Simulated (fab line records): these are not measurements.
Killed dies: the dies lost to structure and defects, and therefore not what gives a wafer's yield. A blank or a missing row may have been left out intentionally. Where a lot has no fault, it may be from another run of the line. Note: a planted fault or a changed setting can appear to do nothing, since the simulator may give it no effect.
The tool behind it: which one? | flow sky130 | 10 lots, 30 wafers sampled, at 5 steps of a route of 708

== WHAT THE GAUGES READ, wafer by wafer ==
SKY_CONTACT_CD_MEAS_14 targets a cd of 170 nm. Usual: cd_nm 170.0 nm, standard deviation 1.2.
lot  | measured     | on        | cd_nm (nm)        | flag
L994 | day 31 10:47 | cd_sem-02 | 170.3 169.4 168.5 |
L995 | day 32 02:11 | cd_sem-01 | 170.5 171.5 172.2 |
L999 | day 33 09:20 | cd_sem-01 | 170.0 167.9 169.9 |
L100 | day 33 12:08 | cd_sem-01 | 171.0 169.2 169.8 |
L103 | day 34 12:02 | cd_sem-01 | 170.4 167.5 169.5 |
L105 | day 34 21:46 | cd_sem-02 | 169.9 169.6 169.4 |
L106 | day 35 05:32 | cd_sem-01 | 169.9 169.8 170.0 |
L109 | day 36 06:12 | cd_sem-02 | 170.3 169.5 171.1 |
L112 | day 37 12:37 | cd_sem-02 | 169.1 168.6 167.7 |
L113 | day 38 00:36 | cd_sem-02 | 171.0 170.3 170.8 |

SKY_PASSIVATION_THK_MEAS_03. Usual: PASSIVATION_CVD_02_THK gives 544 nm (standard deviation 7).
lot  | measured     | on            | PASSIVATION_CVD_02_THK (nm) | flag
L994 | day 43 22:07 | film_metro-04 | 542 537 541                 |
L995 | day 44 10:49 | film_metro-03 | 549 548 545                 |
L999 | day 45 13:46 | film_metro-02 | 541 539 550                 |
L100 | day 45 15:06 | film_metro-03 | 545 553 294                 | OFF
L103 | day 46 11:25 | film_metro-03 | 292 547 290                 | OFF
L105 | day 46 19:42 | film_metro-03 | 530 545 536                 |
L106 | day 46 23:45 | film_metro-03 | 540 533 540                 |
L109 | day 47 18:12 | film_metro-02 | 542 551 555                 |
L112 | day 48 16:57 | film_metro-02 | 534 534 547                 |
L113 | day 48 23:29 | film_metro-04 | 535 537 539                 |

== WHICH TOOL RAN EACH LOT (tool, then ch and the chambers of the sampled wafers, then the start) ==
lot  | SKY_METAL1_SPUTTER_01        | SKY_VIA1_CMP_24               | SKY_PASSIVATION_CVD_02
L994 | pvd_sputter-04, day 31 12:26 | cmp-01 ch 0,1,2, day 33 19:58 | pecvd-04 ch 0,1,2, day 43 21:54
L995 | pvd_sputter-04, day 32 03:46 | cmp-01 ch 0,2,3, day 34 11:15 | pecvd-04 ch 1,2, day 44 10:35
L999 | pvd_sputter-04, day 33 10:55 | cmp-02 ch 1,2,3, day 35 18:16 | pecvd-04 ch 0,2, day 45 13:25
L100 | pvd_sputter-04, day 33 13:44 | cmp-01 ch 0,1,2, day 35 21:08 | pecvd-04 ch 0,1,2, day 45 14:52
L103 | pvd_sputter-04, day 34 13:36 | cmp-01 ch 0,1,2, day 36 22:08 | pecvd-04 ch 0,2, day 46 11:11
L105 | pvd_sputter-04, day 34 23:19 | cmp-01 ch 0,2, day 37 07:59   | pecvd-02 ch 0,1,2, day 46 19:27
L106 | pvd_sputter-04, day 35 07:07 | cmp-02 ch 0,2,3, day 37 14:56 | pecvd-01 ch 0,1,2, day 46 23:32
L109 | pvd_sputter-04, day 36 07:54 | cmp-02 ch 0,1, day 38 15:37   | pecvd-01 ch 0,1,2, day 47 17:58
L112 | pvd_sputter-04, day 37 14:37 | cmp-01 ch 0,1,3, day 39 22:36 | pecvd-02 ch 1,2, day 48 16:43
L113 | pvd_sputter-01, day 38 02:18 | cmp-02 ch 2,3, day 40 09:29   | pecvd-02 ch 0,1,2, day 48 23:16
- SKY_METAL1_SPUTTER_01: material TiN, target thk 20 nm, time 16.7 s.
- SKY_VIA1_CMP_24: polishes, stops on SiO2, t overpolish 15 s, target thk 0 nm.
- SKY_PASSIVATION_CVD_02: deposits Si3N4, target thk 540 nm.

== WHAT THE TOOLS THEMSELVES READ (means of the sampled wafers that have a number; where no wafer has one, the mark that the record gives instead) ==
SKY_METAL1_SPUTTER_01. Usual: throttle_valve_pct 29.7 %, standard deviation 1.
lot  | tool           | throttle_valve_pct (%) | flag
L994 | pvd_sputter-04 | 30.2                   |
L995 | pvd_sputter-04 | 30.0                   |
L999 | pvd_sputter-04 | 30.0                   |
L100 | pvd_sputter-04 | 29.6                   |
L103 | pvd_sputter-04 | 30.0                   |
L105 | pvd_sputter-04 | 30.4                   |
L106 | pvd_sputter-04 | 29.9                   |
L109 | pvd_sputter-04 | 29.8                   |
L112 | pvd_sputter-04 | 29.6                   |
L113 | pvd_sputter-01 | 28.9                   |

SKY_VIA1_CMP_24. Usual: head_pressure_psi 3.500 psi, standard deviation 0.0064; motor_current_A 10.8 A, standard deviation 1; overpolish_run_s 15.000 s, standard deviation 0.0089; platen_rpm 60.00 rpm, standard deviation 0.039; slurry_flow_ml_min 150.0, standard deviation 0.47; time_to_endpoint_s 66.0 s, standard deviation 2.7.
lot  | tool   | head_pressure_psi (psi) | motor_current_A (A) | overpolish_run_s (s) | platen_rpm (rpm) | slurry_flow_ml_min | time_to_endpoint_s (s) | flag
L994 | cmp-01 | 3.495                   | 10.2                | 15.004               | 60.02            | 149.8              | 67.0                   |
L995 | cmp-01 | 3.495                   | 10.3                | 15.001               | 60.00            | 150.4              | 66.1                   |
L999 | cmp-02 | 3.508                   | 11.6                | 14.994               | 60.03            | 149.9              | 65.1                   |
L100 | cmp-01 | 3.501                   | 10.3                | 15.001               | 60.02            | 149.9              | 67.9                   |
L103 | cmp-01 | 3.504                   | 10.3                | 14.996               | 60.00            | 150.1              | 64.5                   |
L105 | cmp-01 | 3.499                   | 10.7                | 15.006               | 59.98            | 150.0              | 66.2                   |
L106 | cmp-02 | 3.495                   | 10.7                | 15.002               | 60.02            | 149.7              | 63.8                   |
L109 | cmp-02 | 3.495                   | 11.4                | 14.995               | 60.00            | 149.8              | 61.6                   |
L112 | cmp-01 | 3.498                   | 10.0                | 15.000               | 60.00            | 149.8              | 68.0                   |
L113 | cmp-02 | 3.508                   | 10.7                | 14.994               | 59.98            | 150.5              | 64.8                   |

SKY_PASSIVATION_CVD_02. Usual: heater_power_w 705 W, standard deviation 120.
lot  | tool     | heater_power_w (W) | flag
L994 | pecvd-04 | 691                |
L995 | pecvd-04 | 707                |
L999 | pecvd-04 | 800                |
L100 | pecvd-04 | 749                |
L103 | pecvd-04 | 814                |
L105 | pecvd-02 | 808                |
L106 | pecvd-01 | 615                |
L109 | pecvd-01 | 644                |
L112 | pecvd-02 | 732                |
L113 | pecvd-02 | 773                |

== THE ANSWER, worked out from the rows above alone ==
Rule: a lot counts as off when the mean over its wafers that have a number is more than 3 standard deviations away from the usual mean. A lot without any number at a reading at which 4 lots or more have one is off too. All remaining lots with rows at the step are treated as sound. The gauges are gone through in route order, then the tools' own readings, and for those a lot's mean is taken as printed above. At the first step where some lot is off, the reading lying furthest off is the one used; lots without a number count as furthest.
Off: L100, L103, at SKY_PASSIVATION_THK_MEAS_03 (PASSIVATION_CVD_02_THK).
A tool fits if, at a process step before that reading, it ran every lot that is off, and no sound lot after the first of them. The gauges at SKY_PASSIVATION_THK_MEAS_03 are tried like those tools. One fits: SKY_PASSIVATION_CVD_02 on pecvd-04. Its last sound lot is L999 (day 45 13:25), its first lot that is off L100 (day 45 14:52): a fault that began between those two fits.

== WHAT THE SIMULATOR PUT IN ==
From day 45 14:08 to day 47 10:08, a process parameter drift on pecvd-04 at SKY_PASSIVATION_CVD_02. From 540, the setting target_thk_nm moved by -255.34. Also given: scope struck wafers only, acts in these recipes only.
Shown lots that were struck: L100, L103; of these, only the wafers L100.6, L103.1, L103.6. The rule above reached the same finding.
